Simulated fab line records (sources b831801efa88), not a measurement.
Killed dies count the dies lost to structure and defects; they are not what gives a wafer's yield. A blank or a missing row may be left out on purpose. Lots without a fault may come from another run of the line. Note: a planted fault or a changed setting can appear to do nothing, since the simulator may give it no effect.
Which tool is to blame? / flow sky130 / Sampling: 14 lots, 42 wafers, 4 of 708 route steps

WHAT THE GAUGES SHOWED, per wafer
SKY_POLY_CUT_OVL_MEAS_09.
lot=L197; measured=day 24 13:07; on=overlay-01; POLY_CUT_OVL (nm)=-13 -2 -11
lot=L199; measured=day 25 09:46; on=overlay-01; POLY_CUT_OVL (nm)=-10 8 -4
lot=L201; measured=day 25 19:29; on=overlay-02; POLY_CUT_OVL (nm)=2 -1 5
lot=L200; measured=day 25 21:13; on=overlay-02; POLY_CUT_OVL (nm)=-1 13 -3
lot=L203; measured=day 26 07:25; on=overlay-01; POLY_CUT_OVL (nm)=-5 -5 -2
lot=L204; measured=day 26 21:34; on=overlay-02; POLY_CUT_OVL (nm)=-5 -2 6
lot=L205; measured=day 26 23:44; on=overlay-01; POLY_CUT_OVL (nm)=-6 3 -6
lot=L207; measured=day 28 04:58; on=overlay-02; POLY_CUT_OVL (nm)=9 1 17
lot=L208; measured=day 28 10:08; on=overlay-02; POLY_CUT_OVL (nm)=7 -2 7
lot=L213; measured=day 30 05:16; on=overlay-01; POLY_CUT_OVL (nm)=-15 -11 -10
lot=L214; measured=day 30 08:11; on=overlay-02; POLY_CUT_OVL (nm)=6 -9 8
lot=L217; measured=day 31 02:26; on=overlay-02; POLY_CUT_OVL (nm)=-5 0 -1
lot=L219; measured=day 31 19:16; on=overlay-01; POLY_CUT_OVL (nm)=-5 -12 -6
lot=L220; measured=day 32 01:28; on=overlay-02; POLY_CUT_OVL (nm)=-5 1 -7

SKY_SD_P_OVL_MEAS_08.
lot=L197; measured=day 25 19:22; on=overlay-01; SD_P_OVL (nm)=2.2 1.7 0.1
lot=L199; measured=day 26 14:02; on=overlay-01; SD_P_OVL (nm)=-0.3 2.7 0.1
lot=L201; measured=day 27 01:17; on=overlay-02; SD_P_OVL (nm)=2.4 -0.9 -1.0
lot=L200; measured=day 27 02:31; on=overlay-01; SD_P_OVL (nm)=0.6 1.6 0.9
lot=L203; measured=day 27 12:15; on=overlay-01; SD_P_OVL (nm)=1.6 -0.7 1.5
lot=L204; measured=day 28 02:23; on=overlay-02; SD_P_OVL (nm)=0.0 -0.8 -1.2
lot=L205; measured=day 28 04:59; on=overlay-01; SD_P_OVL (nm)=1.0 2.0 2.4
lot=L207; measured=day 29 09:35; on=overlay-01; SD_P_OVL (nm)=-1.5 0.1 0.9
lot=L208; measured=day 29 14:08; on=overlay-02; SD_P_OVL (nm)=0.2 -2.1 -1.9
lot=L213; measured=day 31 09:07; on=overlay-02; SD_P_OVL (nm)=-0.5 1.1 1.7
lot=L214; measured=day 31 11:23; on=overlay-02; SD_P_OVL (nm)=0.4 0.4 -1.3
lot=L217; measured=day 32 05:11; on=overlay-01; SD_P_OVL (nm)=0.6 -0.3 0.8
lot=L219; measured=day 32 19:59; on=overlay-01; SD_P_OVL (nm)=-2.3 -1.8 -1.4
lot=L220; measured=day 33 03:04; on=overlay-01; SD_P_OVL (nm)=-1.0 -1.6 -1.8

SKY_SD_N_CD_MEAS_07: the cd target is 380 nm.
lot=L197; measured=day 28 05:58; on=cd_sem-02; cd_nm (nm)=379 384 382
lot=L199; measured=day 28 23:11; on=cd_sem-01; cd_nm (nm)=380 379 377
lot=L201; measured=day 29 10:46; on=cd_sem-01; cd_nm (nm)=380 380 378
lot=L200; measured=day 29 11:55; on=cd_sem-01; cd_nm (nm)=373 376 375
lot=L203; measured=day 29 20:54; on=cd_sem-02; cd_nm (nm)=379 378 378
lot=L204; measured=day 30 10:55; on=cd_sem-02; cd_nm (nm)=382 384 383
lot=L205; measured=day 30 14:19; on=cd_sem-02; cd_nm (nm)=386 383 384
lot=L207; measured=day 31 17:34; on=cd_sem-02; cd_nm (nm)=384 385 387
lot=L208; measured=day 31 22:52; on=cd_sem-02; cd_nm (nm)=381 380 380
lot=L213; measured=day 33 13:22; on=cd_sem-01; cd_nm (nm)=384 383 384
lot=L214; measured=day 33 15:31; on=cd_sem-02; cd_nm (nm)=376 378 378
lot=L217; measured=day 34 10:56; on=cd_sem-01; cd_nm (nm)=380 380 381
lot=L219; measured=day 35 01:46; on=cd_sem-01; cd_nm (nm)=379 380 377
lot=L220; measured=day 35 08:48; on=cd_sem-01; cd_nm (nm)=381 384 384

EACH LOT AND THE TOOL THAT RAN IT (in order: tool; ch and the chambers of the sampled wafers; start)
lot=L197; SKY_RES_XHIGH_SOFTBAKE_03=litho_track-03 ch 0, day 26 10:17
lot=L199; SKY_RES_XHIGH_SOFTBAKE_03=litho_track-02 ch 0, day 27 04:27
lot=L201; SKY_RES_XHIGH_SOFTBAKE_03=litho_track-03 ch 0, day 27 15:55
lot=L200; SKY_RES_XHIGH_SOFTBAKE_03=litho_track-04 ch 0, day 27 17:04
lot=L203; SKY_RES_XHIGH_SOFTBAKE_03=litho_track-03 ch 0, day 28 03:41
lot=L204; SKY_RES_XHIGH_SOFTBAKE_03=litho_track-02 ch 0, day 28 15:50
lot=L205; SKY_RES_XHIGH_SOFTBAKE_03=litho_track-03 ch 0, day 28 18:28
lot=L207; SKY_RES_XHIGH_SOFTBAKE_03=litho_track-03 ch 0, day 29 23:01
lot=L208; SKY_RES_XHIGH_SOFTBAKE_03=litho_track-04 ch 0, day 30 04:47
lot=L213; SKY_RES_XHIGH_SOFTBAKE_03=litho_track-04 ch 0, day 31 23:31
lot=L214; SKY_RES_XHIGH_SOFTBAKE_03=litho_track-04 ch 0, day 32 01:05
lot=L217; SKY_RES_XHIGH_SOFTBAKE_03=litho_track-02 ch 0, day 32 17:56
lot=L219; SKY_RES_XHIGH_SOFTBAKE_03=litho_track-03 ch 0, day 33 10:07
lot=L220; SKY_RES_XHIGH_SOFTBAKE_03=litho_track-02 ch 0, day 33 15:57
- SKY_RES_XHIGH_SOFTBAKE_03: time 60 s.

AS READ BY THE TOOLS THEMSELVES (means over the sampled wafers that have a number; for cases with no such wafer, the mark the record gives instead)
SKY_RES_XHIGH_SOFTBAKE_03.
lot=L197; tool=litho_track-03; heater_power_total_W (W)=56.58; resist_line_temp_C (C)=23.01; run_length_s (s)=89.04
lot=L199; tool=litho_track-02; heater_power_total_W (W)=56.59; resist_line_temp_C (C)=23.14; run_length_s (s)=88.94
lot=L201; tool=litho_track-03; heater_power_total_W (W)=56.54; resist_line_temp_C (C)=23.11; run_length_s (s)=89.08
lot=L200; tool=litho_track-04; heater_power_total_W (W)=56.59; resist_line_temp_C (C)=22.94; run_length_s (s)=89.05
lot=L203; tool=litho_track-03; heater_power_total_W (W)=56.57; resist_line_temp_C (C)=23.00; run_length_s (s)=89.15
lot=L204; tool=litho_track-02; heater_power_total_W (W)=56.60; resist_line_temp_C (C)=23.11; run_length_s (s)=88.89
lot=L205; tool=litho_track-03; heater_power_total_W (W)=56.58; resist_line_temp_C (C)=23.08; run_length_s (s)=88.99
lot=L207; tool=litho_track-03; heater_power_total_W (W)=56.61; resist_line_temp_C (C)=22.95; run_length_s (s)=89.16
lot=L208; tool=litho_track-04; heater_power_total_W (W)=56.57; resist_line_temp_C (C)=22.93; run_length_s (s)=89.02
lot=L213; tool=litho_track-04; heater_power_total_W (W)=60.59; resist_line_temp_C (C)=22.92; run_length_s (s)=78.48
lot=L214; tool=litho_track-04; heater_power_total_W (W)=58.59; resist_line_temp_C (C)=22.96; run_length_s (s)=83.73
lot=L217; tool=litho_track-02; heater_power_total_W (W)=56.60; resist_line_temp_C (C)=22.95; run_length_s (s)=88.96
lot=L219; tool=litho_track-03; heater_power_total_W (W)=56.59; resist_line_temp_C (C)=23.12; run_length_s (s)=89.10
lot=L220; tool=litho_track-02; heater_power_total_W (W)=56.56; resist_line_temp_C (C)=23.10; run_length_s (s)=88.88

THE ANSWER, worked out from the rows above alone
Rule: what is usual is taken from the lots themselves. Put in order of their means at a reading, lots are off if they are a third of the lots or fewer, leave a main group of 4 or more, and stand apart from it by a gap of 3 or more times the standard deviation of the main group's means; of several such gaps the widest counts. A main group is skipped when, at the precision printed for the reading in the tables above, its means are all equal. Also off: a lot with no number at a reading for which 4 or more lots have one. Where the step has rows for the other lots, those lots are counted as sound. Order of review: gauges by route order, followed by the tools' own readings, for which a lot's mean as printed above is used. At the first step where some lot is off, the reading lying furthest off is the one used; lots without a number count as furthest.
Off: L213, L214, at SKY_RES_XHIGH_SOFTBAKE_03 (heater_power_total_W). Main group: mean 56.58 W, sd 0.019.
A tool fits if, at that step or a process step before it, it ran every lot that is off, and no sound lot after the first of them. One fits: litho_track-04 at SKY_RES_XHIGH_SOFTBAKE_03. A fault onset in the window from L208 (day 30 04:47, its last sound lot) to L213 (day 31 23:31, its first lot off) fits.
The tool's own readings at SKY_RES_XHIGH_SOFTBAKE_03 bear it out: on the lots that are off they differ by more than 5 times the standard deviation of the sound lots' means. heater_power_total_W reads 59.59 W there against 56.58 W on the sound lots; run_length_s reads 81.11 s there against 89.02 s on the sound lots.

WHAT THE SIMULATOR PUT IN
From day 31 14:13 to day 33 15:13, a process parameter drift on litho_track-04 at SKY_RES_XHIGH_SOFTBAKE_03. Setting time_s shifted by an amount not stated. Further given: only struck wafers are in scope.
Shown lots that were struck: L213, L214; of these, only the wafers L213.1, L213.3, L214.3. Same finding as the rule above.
